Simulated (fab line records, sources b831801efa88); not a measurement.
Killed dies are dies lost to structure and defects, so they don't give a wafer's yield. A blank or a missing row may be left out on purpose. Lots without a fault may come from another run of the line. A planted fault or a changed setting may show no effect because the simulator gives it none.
One fault seen from 2 desks | flow gf180mcu | each desk has only its own numbers; what lay behind them comes last

THE METROLOGY DESK
What the gauges read, lot by lot, whatever tool the lot ran on: means of the sampled wafers that have a number. A lot is out of limits, marked OUT, if its mean lies more than 4 standard deviations from the usual mean; the brackets give that distance.
Columns: A = MIM_CVD_05_THK at GF_MIM_THK_MEAS_06, usual 41.6 nm
lot  | first seen here | A
L751 | day 24 16:24    | 41.6
L754 | day 26 00:14    | 41.3
L756 | day 26 20:53    | 41.2
L757 | day 27 02:42    | 41.3
L758 | day 27 17:35    | 41.4
L760 | day 28 00:23    | 41.8
L761 | day 28 03:59    | 41.7
L762 | day 28 10:17    | 41.5
L763 | day 28 19:13    | 43.0
L764 | day 29 03:46    | 41.3
L766 | day 29 15:01    | 44.2 (+5.2) OUT
L769 | day 30 11:10    | 41.8
L772 | day 31 08:42    | 42.0
This desk's finding: out of limits on L766; first on L766, day 29 15:01 (MIM_CVD_05_THK at GF_MIM_THK_MEAS_06). In limits: L751, L754, L756, L757, L758, L760, L761, L762, L763, L764, L769, L772.

THE TOOL OWNER'S DESK: pecvd-03
The tool's own readings at GF_MIM_CVD_05 (deposits Si3N4, target thk 42 nm, time 29.086 s): means of the sampled wafers that have a number, for each lot that ran on this tool. A lot is out of limits, marked OUT, if its mean lies more than 4 standard deviations from the usual mean; the brackets give that distance.
Columns: A = heater_power_w at GF_MIM_CVD_05, usual 687 W
lot  | first seen here | A
L756 | day 26 20:50    | 674
L758 | day 27 17:31    | 680
L760 | day 28 00:21    | 628
L763 | day 28 19:10    | 656
L766 | day 29 14:59    | 738
This desk's finding: nothing out of limits on any of the 5 lots.

PUT TOGETHER
The metrology desk could have raised an alarm at day 29 15:01, on L766.
The tool owner's desk saw nothing out of limits.
The tool owner's desk has L766 on record, within its limits.
Of the lots named, all ran GF_MIM_CVD_05 on pecvd-03.

WHAT THE SIMULATOR HAD PUT IN
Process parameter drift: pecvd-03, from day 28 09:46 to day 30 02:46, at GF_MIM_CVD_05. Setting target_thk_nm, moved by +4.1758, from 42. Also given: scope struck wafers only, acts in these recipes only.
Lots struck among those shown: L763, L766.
Hours from the fault's start to each desk's first reading out of limits: the metrology desk, 29.
